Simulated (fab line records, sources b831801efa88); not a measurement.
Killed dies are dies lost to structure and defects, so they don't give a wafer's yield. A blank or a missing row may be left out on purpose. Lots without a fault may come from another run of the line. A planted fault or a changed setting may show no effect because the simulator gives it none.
fab line records | flow sky130
record lots=11 wafers=33 last_day=50
route steps=708 shown VIA2@527 CAPM@539 PAD_OPEN@708
lots that met no fault: from a run of the same line without faults
start_h: hours from the record's first day to the start of the lot's first wafer shown | wait_h: hours since the lot's step before | " the same as in the row above | L1.1+2: a row that stands for several wafers | - no value, or no start given | * or withheld: withheld | < > ~ a bound
route shown NAME@n: a module of which the file shows steps, and the number in the route of the first | usual: mean/standard deviation of fault-free wafers | same: alike in all rows | chamber/n: place in a boat | sites: the reading at each site | _std_site: their standard deviation | _edge_site: outer sites' mean less inner sites' | radius_mm: how far each site lies from the wafer's centre | mask NAME#n: copy n | behind: the tool/chamber that last shaped the wafer | hold: why the lot was held/for how many hours/how that ended | device: the transistor (n, p or np) that didn't switch | end of line: the same wafers' tests at the end of the route | a step without rows: its recipe alone | killed: dies lost to structure and defects at the first sort, not the wafer's yield | map: a wafer's dies, x killed, . not, _ none there
set.NAME: the setting as run; set.NAME@STEP: as run at that earlier step | model.NAME: the simulator's own value behind a step, which no gauge read
steps of the route over a sample of lots; a table a step, a row a wafer
services: from which hour (start_h, from the record's first day; less than 0 if before it) a tool's chamber was out of use, for how many hours, and why
## steps
# step SKY_VIA2_SPUTTER_20
# recipe material=TiN target_thk_nm=20 chamber_pressure_pa=5 power_w=4000 time_s=80
# usual throttle_valve_pct=29.9/1.1
# columns lot.wafer tool chamber start_h wait_h throttle_valve_pct
L450.1 pvd_sputter-02 - 894.77 0.0 31.3
L450.4 " - " " 28.1
L450.6 " - " " 30.9
L453.1 pvd_sputter-03 - 909.05 0.0 29.9
L453.3 " - " " 29.8
L453.6 " - " " 28.6
L456.1 pvd_sputter-02 - 919.29 0.0 29.5
L456.2 " - " " 28.4
L456.3 " - " " 31.6
L455.2 pvd_sputter-03 - 921.11 0.0 30.1
L455.4 " - " " 29.8
L455.5 " - " " 28.5
L457.2 pvd_sputter-02 - 936.84 0.0 31.6
L457.5 " - " " 31.4
L457.6 " - " " 28.5
L458.2 pvd_sputter-02 - 940.92 0.0 31.6
L458.4 " - " " 31.2
L458.6 " - " " 31.0
L462.3 pvd_sputter-02 - 966.14 0.0 31.2
L462.4 " - " " 31.6
L462.6 " - " " 29.7
L461.1 pvd_sputter-02 - 969.16 0.0 31.5
L461.4 " - " " 31.9
L461.5 " - " " 31.2
L463.3 pvd_sputter-02 - 970.33 0.0 31.7
L463.4 " - " " 31.0
L463.5 " - " " 28.5
L464.1 pvd_sputter-04 - 982.91 0.0 29.6
L464.2 " - " " 30.6
L464.5 " - " " 29.5
L465.3 pvd_sputter-02 - 985.56 0.0 29.6
L465.4 " - " " 28.6
L465.5 " - " " 31.7
# step SKY_VIA2_RS_MEAS_22
# recipe thk_meas_gauge=four-point-probe reads=W_of_VIA2_CVD_21+TiN_of_VIA2_SPUTTER_20
# usual VIA2_W_RS=0.2721/0.0025
# columns lot.wafer tool chamber start_h wait_h VIA2_W_RS[ohm/sq]
L450.1 film_metro-03 - 894.96 0.1 0.2724
L450.4 " - " " 0.2717
L450.6 " - " " 0.2724
L453.1 film_metro-04 - 909.24 0.1 0.2726
L453.3 " - " " 0.2717
L453.6 " - " " 0.2683
L456.1 film_metro-03 - 919.48 0.1 0.2710
L456.2 " - " " 0.2726
L456.3 " - " " 0.2696
L455.2 film_metro-03 - 921.32 0.1 0.2785
L455.4 " - " " 0.2720
L455.5 " - " " 0.2752
L457.2 film_metro-03 - 937.05 0.1 0.2683
L457.5 " - " " 0.2726
L457.6 " - " " 0.2706
L458.2 film_metro-04 - 941.13 0.1 0.2677
L458.4 " - " " 0.2663
L458.6 " - " " 0.2704
L462.3 film_metro-03 - 966.37 0.1 0.2721
L462.4 " - " " 0.2733
L462.6 " - " " 0.2738
L461.1 film_metro-03 - 969.35 0.1 0.2730
L461.4 " - " " 0.2715
L461.5 " - " " 0.2704
L463.3 film_metro-04 - 970.59 0.1 0.2693
L463.4 " - " " 0.2723
L463.5 " - " " 0.2668
L464.1 film_metro-03 - 983.10 0.1 0.2746
L464.2 " - " " 0.2736
L464.5 " - " " 0.2728
L465.3 film_metro-04 - 985.79 0.1 0.2737
L465.4 " - " " 0.2751
L465.5 " - " " 0.2706
# step SKY_CAPM_SPUTTER_02
# recipe material=TiN target_thk_nm=200 temp_c=300 power_w=6500 time_s=166.7 chamber_pressure_pa=0.4
# usual throttle_valve_pct=30.2/0.81
# columns lot.wafer tool chamber start_h wait_h throttle_valve_pct
L450.1 pvd_sputter-04 - 895.68 0.1 29.7
L450.4 " - " " 29.3
L450.6 " - " " 28.9
L453.1 pvd_sputter-01 - 910.00 0.1 31.2
L453.3 " - " " 31.6
L453.6 " - " " 31.2
L456.1 pvd_sputter-02 - 920.22 0.1 31.1
L456.2 " - " " 29.4
L456.3 " - " " 28.4
L455.2 pvd_sputter-04 - 922.04 0.0 30.1
L455.4 " - " " 29.8
L455.5 " - " " 30.1
L457.2 pvd_sputter-04 - 937.75 0.0 30.4
L457.5 " - " " 29.1
L457.6 " - " " 30.7
L458.2 pvd_sputter-04 - 941.82 0.0 30.3
L458.4 " - " " 29.3
L458.6 " - " " 30.6
L462.3 pvd_sputter-01 - 967.07 0.0 29.7
L462.4 " - " " 31.2
L462.6 " - " " 31.1
L461.1 pvd_sputter-01 - 970.10 0.1 29.5
L461.4 " - " " 31.3
L461.5 " - " " 30.9
L463.3 pvd_sputter-04 - 971.58 0.0 29.3
L463.4 " - " " 30.7
L463.5 " - " " 30.4
L464.1 pvd_sputter-04 - 983.82 0.1 30.5
L464.2 " - " " 30.3
L464.5 " - " " 30.6
L465.3 pvd_sputter-04 - 986.60 0.0 30.2
L465.4 " - " " 29.0
L465.5 " - " " 30.5
# step SKY_CAPM_RS_MEAS_03
# recipe thk_meas_gauge=four-point-probe reads=TiN_of_CAPM_SPUTTER_02
# usual CAPM_TIN_RS=6.92/0.11
# columns lot.wafer tool chamber start_h wait_h CAPM_TIN_RS[ohm/sq]
L450.1 film_metro-03 - 895.79 0.1 7.01
L450.4 " - " " 6.98
L450.6 " - " " 7.05
L453.1 film_metro-03 - 910.11 0.1 6.94
L453.3 " - " " 6.69
L453.6 " - " " 6.88
L456.1 film_metro-02 - 920.33 0.1 7.04
L456.2 " - " " 6.91
L456.3 " - " " 6.87
L455.2 film_metro-01 - 922.17 0.1 7.01
L455.4 " - " " 7.10
L455.5 " - " " 6.99
L457.2 film_metro-02 - 937.88 0.1 6.93
L457.5 " - " " 7.02
L457.6 " - " " 6.98
L458.2 film_metro-01 - 941.95 0.1 6.89
L458.4 " - " " 6.99
L458.6 " - " " 6.94
L462.3 film_metro-02 - 967.22 0.1 6.91
L462.4 " - " " 6.94
L462.6 " - " " 6.79
L461.1 film_metro-02 - 970.21 0.1 6.87
L461.4 " - " " 6.81
L461.5 " - " " 7.06
L463.3 film_metro-03 - 971.73 0.1 7.10
L463.4 " - " " 7.07
L463.5 " - " " 7.02
L464.1 film_metro-01 - 983.93 0.1 7.00
L464.2 " - " " 6.83
L464.5 " - " " 7.00
L465.3 film_metro-01 - 986.75 0.1 6.75
L465.4 " - " " 4.40
L465.5 " - " " 6.93
# step SKY_CAPM_THK_MEAS_04
# recipe thk_meas_gauge=xrf reads=TiN_of_CAPM_SPUTTER_02
# usual CAPM_TIN_THK=201/3.2
# columns lot.wafer tool chamber start_h wait_h CAPM_TIN_THK[nm]
L450.1 film_metro-03 - 895.91 0.1 200
L450.4 " - " " 200
L450.6 " - " " 197
L453.1 film_metro-03 - 910.23 0.1 201
L453.3 " - " " 208
L453.6 " - " " 202
L456.1 film_metro-02 - 920.45 0.1 198
L456.2 " - " " 202
L456.3 " - " " 204
L455.2 film_metro-01 - 922.28 0.1 197
L455.4 " - " " 196
L455.5 " - " " 198
L457.2 film_metro-02 - 937.99 0.1 202
L457.5 " - " " 199
L457.6 " - " " 200
L458.2 film_metro-01 - 942.06 0.1 202
L458.4 " - " " 197
L458.6 " - " " 199
L462.3 film_metro-02 - 967.32 0.1 201
L462.4 " - " " 200
L462.6 " - " " 204
L461.1 film_metro-02 - 970.33 0.1 201
L461.4 " - " " 204
L461.5 " - " " 197
L463.3 film_metro-03 - 971.83 0.1 197
L463.4 " - " " 197
L463.5 " - " " 199
L464.1 film_metro-01 - 984.05 0.1 197
L464.2 " - " " 202
L464.5 " - " " 196
L465.3 film_metro-01 - 986.85 0.1 203
L465.4 " - " " 309
L465.5 " - " " 198
# step SKY_CAPM_OVL_MEAS_12
# usual CAPM_OVL=-0.9/1.4
# columns lot.wafer tool chamber start_h wait_h CAPM_OVL[nm]
L450.1 overlay-02 - 921.66 0.1 -3.4
L450.4 " - " " -2.4
L450.6 " - " " -2.5
L453.1 overlay-02 - 936.03 0.1 -1.6
L453.3 " - " " -2.5
L453.6 " - " " -1.9
L456.1 overlay-02 - 945.76 0.1 -0.5
L456.2 " - " " -1.6
L456.3 " - " " -0.8
L455.2 overlay-01 - 947.59 0.1 -1.3
L455.4 " - " " -1.5
L455.5 " - " " -2.4
L457.2 overlay-02 - 962.74 0.1 -1.2
L457.5 " - " " -1.5
L457.6 " - " " -0.7
L458.2 overlay-02 - 965.64 0.1 -0.2
L458.4 " - " " 0.6
L458.6 " - " " 1.2
L462.3 overlay-01 - 991.24 0.1 0.6
L462.4 " - " " 0.2
L462.6 " - " " 1.8
L461.1 overlay-02 - 993.78 0.1 0.6
L461.4 " - " " -1.0
L461.5 " - " " 2.2
L463.3 overlay-02 - 996.19 0.1 -2.6
L463.4 " - " " -1.6
L463.5 " - " " -2.4
L464.1 overlay-01 - 1007.38 0.1 1.7
L464.2 " - " " 1.1
L464.5 " - " " 1.4
L465.3 overlay-02 - 1010.24 0.1 -3.3
L465.4 " - " " 0.1
L465.5 " - " " -2.7
# step SKY_CAPM_METAL_ETCH_13
# recipe target_depth_nm=220 stop_on=SiO2 chemistry=Cl2/BCl3 target=TiN pressure_mtorr=10 icp_w=900 bias_w=48.5 Cl2_flow_sccm=60 bcl3_flow_sccm=30 time_s=62.9
# usual chamber_pressure_mTorr=10.000/0.0084 drypump_motor_current_A=5.4/0.31 oes_product_au=0.940/0.0095 throttle_valve_pct=21.902/0.009
# columns lot.wafer tool chamber start_h wait_h chamber_pressure_mTorr drypump_motor_current_A oes_product_au rf_hours_counter_h throttle_valve_pct
L450.1 rie_metal-02 1 921.70 0.0 9.997 5.7 0.938 13 21.918
L450.4 " 0 " " 10.007 5.2 0.938 - 21.912
L450.6 " 0 " " 10.001 5.2 0.923 - 21.907
L453.1 rie_metal-03 0 936.07 0.0 9.996 5.0 0.936 9 21.908
L453.3 " 1 " " 9.992 5.6 0.955 - 21.884
L453.6 " 0 " " 9.997 5.0 0.945 - 21.913
L456.1 rie_metal-03 1 945.80 0.0 9.994 5.6 0.923 4 21.920
L456.2 " 0 " " 9.998 5.0 0.934 10 21.890
L456.3 " 1 " " 9.997 5.6 0.940 - 21.906
L455.2 rie_metal-02 1 947.62 0.0 9.992 5.7 0.931 15 21.901
L455.4 " 0 " " 9.996 5.2 0.939 - 21.905
L455.5 " 1 " " 10.000 5.7 0.942 - 21.915
L457.2 rie_metal-04 1 962.77 0.0 10.011 5.8 0.943 13 21.897
L457.5 " 0 " " 10.006 5.2 0.933 - 21.908
L457.6 " 1 " " 9.993 5.9 0.936 - 21.908
L458.2 rie_metal-04 1 965.67 0.0 9.995 5.8 0.943 13 21.892
L458.4 " 0 " " 10.001 5.2 0.927 - 21.887
L458.6 " 1 " " 9.996 5.8 0.936 - 21.914
L462.3 rie_metal-03 1 991.29 0.0 9.981 5.7 0.946 - 21.902
L462.4 " 0 " " 9.995 5.0 0.939 - 21.910
L462.6 " 0 " " 9.987 5.0 0.951 - 21.896
L461.1 rie_metal-04 0 993.82 0.0 9.997 5.2 0.944 10 21.897
L461.4 " 1 " " 9.990 5.8 0.942 - 21.887
L461.5 " 1 " " 10.001 5.9 0.929 - 21.896
L463.3 rie_metal-04 1 996.24 0.0 9.999 5.8 0.925 - 21.919
L463.4 " 0 " " 9.989 5.2 0.925 - 21.906
L463.5 " 0 " " 9.996 5.2 0.936 - 21.896
L464.1 rie_metal-03 1 1007.42 0.0 9.999 5.6 0.931 7 21.890
L464.2 " 0 " " 9.999 5.1 0.945 14 21.881
L464.5 " 1 " " 9.992 5.6 0.938 - 21.888
L465.3 rie_metal-02 1 1010.29 0.0 10.003 5.7 0.963 - 21.891
L465.4 " 0 " " 10.000 5.2 1.013 - 21.864
L465.5 " 1 " " 9.994 5.7 0.939 - 21.904
# step SKY_PAD_OPEN_PROBE_99
# usual defect_limited_yield=82.5/1.9 killed_at_M0_to_M3=43/6.8 killed_at_M4_up=3.2/2 killed_at_contacts=24/5.3 killed_at_front_end=16/4.4 killed_at_other=0.3/0.54 killed_dies=86/9.4 killed_open=48/6.6 killed_short=38/6.5
# same gross_dies=492 killed_at_back_side=0
# columns lot.wafer tool chamber start_h wait_h defect_limited_yield[%] killed_at_M0_to_M3 killed_at_M4_up killed_at_contacts killed_at_front_end killed_at_other killed_dies killed_open killed_short
L450.1 prober-02 - 1119.22 0.1 79.9 52 8 24 14 1 99 52 47
L450.4 prober-02 - 1119.37 0.2 80.5 49 4 29 14 0 96 46 50
L450.6 prober-02 - 1119.47 0.2 81.7 52 2 18 18 0 90 42 48
L453.1 prober-01 - 1131.59 0.1 78.3 53 4 30 20 0 107 68 39
L453.3 prober-01 - 1131.69 0.2 81.7 44 2 21 22 1 90 46 44
L453.6 prober-01 - 1131.84 0.2 83.9 32 2 21 24 0 79 45 33
L456.1 prober-01 - 1138.20 0.1 85.6 42 5 15 9 0 71 38 33
L456.2 prober-01 - 1138.25 0.1 82.1 39 5 24 19 1 88 49 39
L456.3 prober-01 - 1138.30 0.2 85.0 38 7 12 17 0 74 38 36
L457.2 prober-01 - 1152.09 0.1 83.1 45 1 20 17 0 83 47 36
L457.5 prober-01 - 1152.24 0.2 80.5 51 3 24 17 1 96 57 38
L457.6 prober-01 - 1152.29 0.2 85.6 29 2 24 16 0 71 45 26
L462.3 prober-01 - 1173.48 0.2 80.7 43 5 32 15 0 95 51 42
L462.4 prober-01 - 1173.53 0.2 81.3 46 5 19 22 0 92 47 43
L462.6 prober-01 - 1173.63 0.2 83.3 41 3 26 12 0 82 50 32
L461.1 prober-02 - 1174.60 0.1 82.7 42 2 24 17 0 85 51 33
L461.4 prober-02 - 1174.75 0.2 81.5 42 3 28 18 0 91 63 28
L461.5 prober-02 - 1174.80 0.2 80.5 59 1 24 11 1 96 51 43
L463.3 prober-01 - 1178.33 0.2 78.5 57 5 30 14 0 106 52 53
L463.4 prober-01 - 1178.38 0.2 81.7 42 6 18 24 0 90 55 33
L463.5 prober-01 - 1178.43 0.2 78.5 50 5 32 19 0 106 60 45
# killed by level:class
L450.1 CONTACT:geometric_particle:open=10 LI_CONTACT:geometric_particle:open=8 VIA1:geometric_particle:open=7 METAL1:geometric_particle:short=7 VIA1:geometric_particle:short=7 VIA2:geometric_particle:open=7 VIA3:geometric_particle:short=5 VIA3:geometric_particle:open=5
L450.4 CONTACT:geometric_particle:open=11 VIA1:geometric_particle:short=9 VIA3:geometric_particle:open=9 LI_CONTACT:geometric_particle:open=7 FIELD_ISO:geometric_particle:short=6 METAL1:geometric_particle:short=6 VIA1:geometric_particle:open=6 METAL2:geometric_particle:short=6
L450.6 VIA1:geometric_particle:open=12 METAL1:geometric_particle:short=11 CONTACT:geometric_particle:open=7 METAL3:geometric_particle:short=7 CONTACT:geometric_particle:short=6 FIELD_ISO:geometric_particle:open=5 FIELD_ISO:geometric_particle:short=5 VIA2:geometric_particle:open=5
L453.1 VIA1:geometric_particle:open=17 CONTACT:geometric_particle:open=11 FIELD_ISO:geometric_particle:open=8 LI_CONTACT:geometric_particle:open=7 CONTACT:geometric_particle:short=6 VIA2:geometric_particle:open=6 VIA3:geometric_particle:open=6 METAL2:geometric_particle:short=5
L453.3 VIA3:geometric_particle:open=11 CONTACT:geometric_particle:open=11 POLY_GATE:geometric_particle:short=8 VIA1:geometric_particle:open=7 METAL1:geometric_particle:short=7 POLY_GATE:geometric_particle:open=5 LOCAL_INTERCONNECT:geometric_particle:short=4 METAL2:geometric_particle:short=4
L453.6 VIA1:geometric_particle:open=11 CONTACT:geometric_particle:open=9 POLY_GATE:geometric_particle:open=7 METAL1:geometric_particle:short=7 FIELD_ISO:geometric_particle:short=4 POLY_GATE:geometric_particle:short=4 VIA2:geometric_particle:open=4 VIA1:geometric_particle:short=4
L456.1 CONTACT:geometric_particle:open=9 VIA2:geometric_particle:open=9 VIA1:geometric_particle:open=9 METAL1:geometric_particle:short=7 METAL2:geometric_particle:short=5 VIA1:geometric_particle:short=4 METAL4:geometric_particle:short=4 FIELD_ISO:geometric_particle:open=3
L456.2 CONTACT:geometric_particle:open=9 VIA1:geometric_particle:open=8 POLY_GATE:geometric_particle:open=7 METAL2:geometric_particle:short=7 VIA2:geometric_particle:open=6 VIA3:geometric_particle:open=5 FIELD_ISO:geometric_particle:short=4 LOCAL_INTERCONNECT:geometric_particle:short=4
L456.3 VIA1:geometric_particle:open=10 VIA1:geometric_particle:short=6 FIELD_ISO:geometric_particle:short=5 METAL1:geometric_particle:short=5 VIA2:geometric_particle:open=5 CONTACT:geometric_particle:open=4 FIELD_ISO:geometric_particle:open=4 METAL2:geometric_particle:short=4
L457.2 VIA1:geometric_particle:open=13 CONTACT:geometric_particle:open=9 VIA3:geometric_particle:short=6 POLY_GATE:geometric_particle:short=6 POLY_GATE:geometric_particle:open=6 VIA3:geometric_particle:open=6 LI_CONTACT:geometric_particle:open=5 VIA1:geometric_particle:short=4
L457.5 VIA1:geometric_particle:open=21 CONTACT:geometric_particle:short=9 CONTACT:geometric_particle:open=8 VIA3:geometric_particle:open=8 VIA1:geometric_particle:short=5 POLY_GATE:geometric_particle:short=4 POLY_GATE:geometric_particle:open=4 LOCAL_INTERCONNECT:geometric_particle:short=4
L457.6 CONTACT:geometric_particle:open=9 VIA1:geometric_particle:open=7 VIA3:geometric_particle:open=6 METAL2:geometric_particle:short=5 LI_CONTACT:geometric_particle:open=5 CONTACT:geometric_particle:short=5 FIELD_ISO:geometric_particle:open=3 FIELD_ISO:geometric_particle:short=3
L462.3 CONTACT:geometric_particle:open=13 VIA1:geometric_particle:open=13 LI_CONTACT:geometric_particle:open=7 POLY_GATE:geometric_particle:short=6 LOCAL_INTERCONNECT:geometric_particle:short=6 VIA2:geometric_particle:open=5 METAL1:geometric_particle:short=5 VIA1:geometric_particle:short=5
L462.4 VIA1:geometric_particle:open=12 METAL1:geometric_particle:short=7 FIELD_ISO:geometric_particle:short=6 CONTACT:geometric_particle:open=6 VIA3:geometric_particle:open=6 VIA1:geometric_particle:short=5 FIELD_ISO:geometric_particle:open=4 LI_CONTACT:geometric_particle:open=4
L462.6 CONTACT:geometric_particle:open=13 VIA1:geometric_particle:open=11 VIA3:geometric_particle:open=7 METAL2:geometric_particle:short=5 LI_CONTACT:geometric_particle:open=5 VIA1:geometric_particle:short=5 VIA2:geometric_particle:open=4 VIA3:geometric_particle:short=4
L461.1 VIA1:geometric_particle:open=10 LI_CONTACT:geometric_particle:open=8 VIA3:geometric_particle:open=8 CONTACT:geometric_particle:open=7 VIA2:geometric_particle:open=7 LOCAL_INTERCONNECT:geometric_particle:short=6 POLY_GATE:geometric_particle:short=5 FIELD_ISO:geometric_particle:short=4
L461.4 CONTACT:geometric_particle:open=14 VIA3:geometric_particle:open=14 VIA1:geometric_particle:open=10 FIELD_ISO:geometric_particle:open=6 VIA2:geometric_particle:open=6 FIELD_ISO:geometric_particle:short=5 LOCAL_INTERCONNECT:geometric_particle:short=5 LI_CONTACT:geometric_particle:open=4
L461.5 VIA1:geometric_particle:open=13 METAL1:geometric_particle:short=8 VIA3:geometric_particle:open=8 CONTACT:geometric_particle:open=7 VIA2:geometric_particle:open=7 VIA1:geometric_particle:short=6 LI_CONTACT:geometric_particle:open=5 LOCAL_INTERCONNECT:geometric_particle:short=5
L463.3 VIA1:geometric_particle:open=14 CONTACT:geometric_particle:open=11 METAL1:geometric_particle:short=7 LI_CONTACT:geometric_particle:open=7 LOCAL_INTERCONNECT:geometric_particle:short=7 VIA1:geometric_particle:short=6 METAL2:geometric_particle:short=6 VIA2:geometric_particle:open=6
L463.4 VIA1:geometric_particle:open=11 POLY_GATE:geometric_particle:open=7 CONTACT:geometric_particle:open=7 LI_CONTACT:geometric_particle:open=6 VIA3:geometric_particle:open=6 FIELD_ISO:geometric_particle:open=5 POLY_GATE:geometric_particle:short=5 METAL4:geometric_particle:short=5
L463.5 CONTACT:geometric_particle:open=18 VIA1:geometric_particle:open=13 LI_CONTACT:geometric_particle:open=7 FIELD_ISO:geometric_particle:short=6 FIELD_ISO:geometric_particle:open=6 VIA2:geometric_particle:short=6 VIA1:geometric_particle:short=5 METAL1:geometric_particle:short=5
## services
# columns tool chamber start_h hours kind
pvd_sputter-02 - 887.03 0.6 repair
rie_metal-02 1 896.19 13.8 repair
pvd_sputter-04 - 908.70 1.4 repair
pvd_sputter-03 - 911.46 1.9 repair
pvd_sputter-04 - 911.85 1.4 repair
rie_metal-04 - 933.44 26.7 repair
pvd_sputter-02 - 956.80 4.2 repair
pvd_sputter-03 2 970.01 - consumable_replace:kit
pvd_sputter-03 2 970.01 18.0 scheduled_down
pvd_sputter-03 2 970.01 18.0 vent_cycle
rie_metal-03 - 979.62 1.4 pm
pvd_sputter-01 0 986.20 - consumable_replace:kit
pvd_sputter-01 0 986.20 18.0 scheduled_down
pvd_sputter-01 0 986.20 18.0 vent_cycle
## key
first_sign step=SKY_CAPM_RS_MEAS_03 reading=CAPM_TIN_RS direction=down sigmas=23 usual=6.92 struck=4.40
effect step=SKY_CAPM_THK_MEAS_04 reading=CAPM_TIN_THK direction=up sigmas=34 usual=201 struck=309
effect step=SKY_CAPM_METAL_ETCH_13 reading=oes_product_au direction=up sigmas=7.7 usual=0.940 struck=1.013
met_at SKY_CAPM_SPUTTER_02
struck_lots L465
struck_wafers L465.4
not_acting_at SKY_VIA2_SPUTTER_20,SKY_VIA2_RS_MEAS_22,SKY_CAPM_OVL_MEAS_12
onset_between 971.58 986.60
fault kind=process_parameter_drift tool=pvd_sputter-04 chamber=- onset_h=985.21 steps=SKY_CAPM_SPUTTER_02 channel=target_thk_nm offset=111.71 shape=step acts_in=these_recipes_only stated=200 scope=struck_wafers_only
